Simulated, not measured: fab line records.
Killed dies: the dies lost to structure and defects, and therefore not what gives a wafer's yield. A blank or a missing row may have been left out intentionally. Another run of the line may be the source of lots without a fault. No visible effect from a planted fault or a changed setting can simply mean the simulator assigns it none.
Code-filled problem report in 8D (eight disciplines) form -- flow gf180mcu -- the parts of the form that need people (team, actions taken, sign-off) are left out

== 1. PROBLEM STATEMENT ==
Wafers without a fault read 280.3 nm, standard deviation 1.1; cd_nm at GF_M4_CD_MEAS_14 reads a mean of 295.6 nm on 6 wafers belonging to 2 lots. Relative to the usual mean, that is a shift of +14 standard deviations.
The step: target cd 280 nm.
Earliest sighting: wafer L969.1 on cd_sem-02 at day 27 09:24. The record has a number at this step for 39 wafers belonging to 13 lots. Rule for "out" (also "out of limits"): further than 4 standard deviations from the usual mean. All remaining wafers that have a number are taken as sound.

== 2. WHAT IT IS, WHAT IT ISN'T ==
question,is,is not
which readings at this step,cd_nm,-
which lots,"L969, L971","L957, L958, L962, L963, L964, L965, L966, L977, L978, L979, L980"
which wafers of those lots,all that have a number,-
read on which gauges,cd_sem-02,cd_sem-01
when,from day 27 09:24,"up to then (21 sound wafers); but 12 sound wafers of L977, L978, L979, L980 came after"

== 3. THE SUSPECTS, EACH WITH WHAT RULES IT OUT ==
Counting: a tool stays on the suspect list if, at a process step up to the reading, it processed all lots that are out and no sound lot following the first of them.
- ruled out: the gauge at GF_M4_CD_MEAS_14. All the wafers that are out were read on cd_sem-02, but those of them that GF_M4_SOFTBAKE_10 has rows for are out there too, on other tools.
- litho_track-04 at GF_M4_SOFTBAKE_10 (time 60 s): kept. It processed each lot that is out, first L969 at day 26 23:05, and no sound lot thereafter; up to then, the last sound lot it processed was L966 at day 26 04:32. On those wafers its own readings are out: heater_power_total_W, plate_temp_C.
Remaining after the count: litho_track-04 at GF_M4_SOFTBAKE_10.

== 4. THE CAUSE (what the simulator had put in) ==
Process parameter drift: litho_track-04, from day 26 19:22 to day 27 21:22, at GF_M4_SOFTBAKE_10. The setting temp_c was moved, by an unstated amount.
The count eliminated every tool but this one.

== 5. SEQUENCE OF EFFECTS, ordered by route ==
Each row: a reading where the mean over the struck wafers with a number is more than 3 standard deviations away from the usual. Only readings whose record carries a usual standard deviation are examined. hours: median over the lots of the time between each lot's start at the first step of this table that gives one and its start at this step. sigmas: the change, counted in usual standard deviations.
hours,step,reading,usual,on struck wafers,change,sigmas
0,GF_M4_SOFTBAKE_10,heater_power_total_W,93.05 W,86.51,-6.54,-99 or more
0,GF_M4_SOFTBAKE_10,plate_temp_C,130.00 C,122.95,-7.05,-50
10,GF_M4_CD_MEAS_14,cd_nm,280.3 nm,295.6,+15.3,+14
It contains these process steps:
- GF_M4_SOFTBAKE_10: time 60 s.

== 6. HOW IT WOULD HAVE BEEN CAUGHT EARLIER ==
In this record the first reading out of limits at a measuring or inspecting step was taken at day 27 09:24, 14 hours after the fault began at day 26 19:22.
The tool's own readings at GF_M4_SOFTBAKE_10 were out on every struck wafer that the step has a row for (heater_power_total_W, plate_temp_C): an alarm limit on them would have fired on the first of those.
Among the 2 lots that are out, L971 began GF_M4_SOFTBAKE_10 on litho_track-04 after day 27 09:24. Had the tool been put on hold then, it would have been spared.
